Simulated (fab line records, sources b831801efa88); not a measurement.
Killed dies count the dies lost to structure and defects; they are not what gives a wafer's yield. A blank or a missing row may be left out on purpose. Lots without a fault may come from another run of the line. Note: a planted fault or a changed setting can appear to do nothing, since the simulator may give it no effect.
Which of the tools did it? + flow sky130 + 33 wafers from 11 lots sampled at 5 of the route's 708 steps

WHAT EACH GAUGE READ, for each wafer
SKY_SONOS_ONO_CD_MEAS_13: the cd target is 410 nm. Usual: cd_nm 409.7 nm, standard deviation 2.5.
| lot  | measured     | on        | cd_nm (nm)        | flag |
|------|--------------|-----------|-------------------|------|
| L331 | day 12 19:19 | cd_sem-01 | 409.2 407.6 410.7 |      |
| L332 | day 12 22:37 | cd_sem-02 | 409.9 408.3 409.6 |      |
| L337 | day 14 17:19 | cd_sem-01 | 411.1 411.1 411.6 |      |
| L338 | day 15 09:53 | cd_sem-01 | 408.2 409.0 406.3 |      |
| L339 | day 15 17:32 | cd_sem-02 | 406.0 406.2 405.3 |      |
| L341 | day 16 06:50 | cd_sem-02 | 406.9 407.1 405.9 |      |
| L342 | day 16 15:19 | cd_sem-02 | 410.2 409.8 409.6 |      |
| L343 | day 17 02:56 | cd_sem-01 | 408.2 406.9 409.1 |      |
| L350 | day 19 11:49 | cd_sem-02 | 407.6 408.6 409.2 |      |
| L353 | day 20 10:08 | cd_sem-02 | 416.1 414.3 413.8 |      |
| L354 | day 20 16:07 | cd_sem-02 | 411.4 409.4 411.5 |      |

SKY_GATE_OXIDE_THK_MEAS_02. Usual: GATE_OXIDE_OXIDATION_00_THK typically reads 10.21 nm, with standard deviation 0.19.
| lot  | measured     | on            | GATE_OXIDE_OXIDATION_00_THK (nm) | flag |
|------|--------------|---------------|----------------------------------|------|
| L331 | day 12 22:15 | film_metro-02 | 10.03 10.11 10.17                |      |
| L332 | day 13 02:26 | film_metro-02 | 10.17 10.24 10.25                |      |
| L337 | day 14 19:46 | film_metro-01 | 9.87 10.17 9.75                  |      |
| L338 | day 15 18:03 | film_metro-01 | 10.40 10.29 10.16                |      |
| L339 | day 16 02:24 | film_metro-04 | 10.33 10.23 10.36                |      |
| L341 | day 16 12:14 | film_metro-01 | 5.79 5.64 5.75 5.75 5.64 5.73    | OFF  |
| L342 | day 17 02:05 | film_metro-04 | 5.84 5.78 5.88 5.80 5.80 5.91    | OFF  |
| L343 | day 17 11:49 | film_metro-01 | 5.38 5.49 5.44 5.38 5.38 5.51    | OFF  |
| L350 | day 19 13:40 | film_metro-04 | 10.21 10.32 10.10                |      |
| L353 | day 20 13:17 | film_metro-02 | 10.08 10.24 10.35                |      |
| L354 | day 20 18:03 | film_metro-01 | 10.19 10.36 10.15                |      |

WHAT TOOL EACH LOT RAN ON (gives the tool, then ch and the chambers of the sampled wafers, and finally the start)
| lot  | SKY_VT_ADJUST_NCORE_STRIP_10         | SKY_SONOS_ONO_ETCH_15              | SKY_GATE_OXIDE_OXIDATION_01   |
|------|--------------------------------------|------------------------------------|-------------------------------|
| L331 | plasma_asher-04 ch 0,1, day 8 17:43  | rie_diel-03 ch 0,1,3, day 12 19:26 | furnace-02 ch 0, day 12 20:50 |
| L332 | plasma_asher-03 ch 0,1, day 8 21:01  | rie_diel-03 ch 0,1,2, day 12 22:44 | furnace-01 ch 0, day 13 01:01 |
| L337 | plasma_asher-02 ch 0,1, day 10 08:08 | rie_diel-04 ch 0,3, day 14 17:25   | furnace-01 ch 0, day 14 18:20 |
| L338 | plasma_asher-04 ch 0,1, day 10 22:11 | rie_diel-03 ch 0,1,3, day 15 10:01 | furnace-01 ch 0, day 15 16:38 |
| L339 | plasma_asher-04 ch 0,1, day 11 04:55 | rie_diel-03 ch 0,1,3, day 15 17:41 | furnace-01 ch 0, day 16 00:59 |
| L341 | plasma_asher-03 ch 0,1, day 11 15:25 | rie_diel-04 ch 0,1,3, day 16 06:59 | furnace-01 ch 0, day 16 10:50 |
| L342 | plasma_asher-04 ch 0,1, day 11 23:40 | rie_diel-03 ch 0,1,3, day 16 15:28 | furnace-01 ch 0, day 17 00:41 |
| L343 | plasma_asher-03 ch 0,1, day 12 06:55 | rie_diel-04 ch 1,3, day 17 03:05   | furnace-01 ch 0, day 17 10:24 |
| L350 | plasma_asher-03 ch 0,1, day 14 09:23 | rie_diel-04 ch 0,3, day 19 11:55   | furnace-02 ch 0, day 19 12:15 |
| L353 | plasma_asher-03 ch 0, day 15 06:52   | rie_diel-03 ch 0,2,3, day 20 10:16 | furnace-02 ch 0, day 20 11:52 |
| L354 | plasma_asher-02 ch 0,1, day 15 14:49 | rie_diel-02 ch 0,1,2, day 20 16:16 | furnace-02 ch 0, day 20 16:38 |
- SKY_VT_ADJUST_NCORE_STRIP_10: strips in O2/N2.
- SKY_SONOS_ONO_ETCH_15: etches the open film in CHF3/O2, target depth 19.52 nm, time 7.8 s.
- SKY_GATE_OXIDE_OXIDATION_01: stabilise 600 s, purge 300 s, target thk 10.268 nm.

WHAT THE TOOLS THEMSELVES READ (means of the sampled wafers that have a number; where no wafer has one, the mark that the record gives instead)
SKY_VT_ADJUST_NCORE_STRIP_10. Usual: drypump_motor_current_A 5.7 A, standard deviation 0.36; oes_product_au 0.715 a.u., standard deviation 0.0044; strip_time_to_endpoint_s 14.21 s, standard deviation 0.038.
| lot  | tool            | drypump_motor_current_A (A) | oes_product_au (a.u.) | strip_time_to_endpoint_s (s) | flag |
|------|-----------------|-----------------------------|-----------------------|------------------------------|------|
| L331 | plasma_asher-04 | 5.7                         | 0.719                 | 14.18                        |      |
| L332 | plasma_asher-03 | 5.4                         | 0.719                 | 14.26                        |      |
| L337 | plasma_asher-02 | 6.1                         | 0.715                 | 14.24                        |      |
| L338 | plasma_asher-04 | 5.6                         | 0.717                 | 14.15                        |      |
| L339 | plasma_asher-04 | 5.6                         | 0.714                 | 14.18                        |      |
| L341 | plasma_asher-03 | 5.4                         | 0.720                 | 14.26                        |      |
| L342 | plasma_asher-04 | 5.6                         | 0.714                 | 14.21                        |      |
| L343 | plasma_asher-03 | 5.4                         | 0.711                 | 14.23                        |      |
| L350 | plasma_asher-03 | 5.4                         | 0.712                 | 14.27                        |      |
| L353 | plasma_asher-03 | 5.4                         | 0.715                 | 14.24                        |      |
| L354 | plasma_asher-02 | 6.1                         | 0.718                 | 14.19                        |      |

SKY_SONOS_ONO_ETCH_15. Usual: chf3_flow_sccm 49.99 sccm, standard deviation 0.15; drypump_motor_current_A 5.6 A, standard deviation 0.47; oes_product_au 0.998 a.u., standard deviation 0.0078; throttle_valve_pct 8.825 %, standard deviation 0.0099.
| lot  | tool        | chf3_flow_sccm (sccm) | drypump_motor_current_A (A) | oes_product_au (a.u.) | throttle_valve_pct (%) | flag |
|------|-------------|-----------------------|-----------------------------|-----------------------|------------------------|------|
| L331 | rie_diel-03 | 49.82                 | 5.6                         | 1.001                 | 8.819                  |      |
| L332 | rie_diel-03 | 49.95                 | 5.7                         | 0.995                 | 8.837                  |      |
| L337 | rie_diel-04 | 50.14                 | 5.1                         | 1.003                 | 8.834                  |      |
| L338 | rie_diel-03 | 50.02                 | 5.6                         | 1.002                 | 8.810                  |      |
| L339 | rie_diel-03 | 49.96                 | 5.6                         | 0.988                 | 8.820                  |      |
| L341 | rie_diel-04 | 50.04                 | 5.3                         | 1.003                 | 8.819                  |      |
| L342 | rie_diel-03 | 49.93                 | 5.6                         | 1.000                 | 8.825                  |      |
| L343 | rie_diel-04 | 49.85                 | 5.4                         | 0.991                 | 8.824                  |      |
| L350 | rie_diel-04 | 49.95                 | 5.1                         | 1.002                 | 8.835                  |      |
| L353 | rie_diel-03 | 49.91                 | 6.1                         | 0.991                 | 8.816                  |      |
| L354 | rie_diel-02 | 49.93                 | 5.7                         | 0.999                 | 8.829                  |      |

SKY_GATE_OXIDE_OXIDATION_01. Usual: spike_tc_centre_C 900.9 C, standard deviation 1.1; spike_tc_top_C 909.9 C, standard deviation 2.5; spike_tc_upper_C 898.7 C, standard deviation 1; zone_power_centre_pct 18.0 %, standard deviation 0.36.
| lot  | tool       | spike_tc_centre_C (C) | spike_tc_top_C (C) | spike_tc_upper_C (C) | zone_power_centre_pct (%) | flag |
|------|------------|-----------------------|--------------------|----------------------|---------------------------|------|
| L331 | furnace-02 | 900.2                 | 912.9              | 899.6                | 17.5                      |      |
| L332 | furnace-01 | 900.9                 | 909.1              | 899.8                | 18.2                      |      |
| L337 | furnace-01 | 901.4                 | 909.0              | 898.6                | 18.3                      |      |
| L338 | furnace-01 | 901.6                 | 908.1              | 898.5                | 18.4                      |      |
| L339 | furnace-01 | 900.4                 | 909.2              | 899.3                | 18.1                      |      |
| L341 | furnace-01 | 900.9                 | 908.4              | 898.1                | 18.1                      |      |
| L342 | furnace-01 | 900.7                 | 909.0              | 898.6                | 18.1                      |      |
| L343 | furnace-01 | 902.2                 | 908.5              | 899.5                | 18.2                      |      |
| L350 | furnace-02 | 900.3                 | 913.6              | 899.4                | 17.5                      |      |
| L353 | furnace-02 | 899.8                 | 914.5              | 898.3                | 17.7                      |      |
| L354 | furnace-02 | 899.6                 | 914.6              | 898.9                | 17.4                      |      |

THE ANSWER, worked out from the rows above alone
Rule: lot off if the mean of its wafers having a number is beyond 3 standard deviations from the usual mean. A lot without any number at a reading at which 4 lots or more have one is off too. Where the step has rows for the other lots, those lots are counted as sound. The gauges are gone through in route order, then the tools' own readings, and for those a lot's mean is taken as printed above. The first step at which some lot is off is used, and at that step the reading that is off furthest; a lot without a number counts as furthest.
Off: L341, L342, L343, at SKY_GATE_OXIDE_THK_MEAS_02 (GATE_OXIDE_OXIDATION_00_THK).
If a tool, at a process step before that reading, ran all the lots that are off and no sound lot after the first of them, it fits. Gauges at SKY_GATE_OXIDE_THK_MEAS_02: tried the same way as those tools. One candidate fits, namely furnace-01 at SKY_GATE_OXIDE_OXIDATION_01. Its last sound lot is L339 (day 16 00:59), its first lot that is off L341 (day 16 10:50): a fault that began between those two fits.

WHAT WAS PUT IN BY THE SIMULATOR
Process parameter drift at SKY_GATE_OXIDE_OXIDATION_01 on furnace-01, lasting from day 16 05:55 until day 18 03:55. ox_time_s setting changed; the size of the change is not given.
Shown lots that were struck: L341, L342, L343. The rule given above showed the same thing.
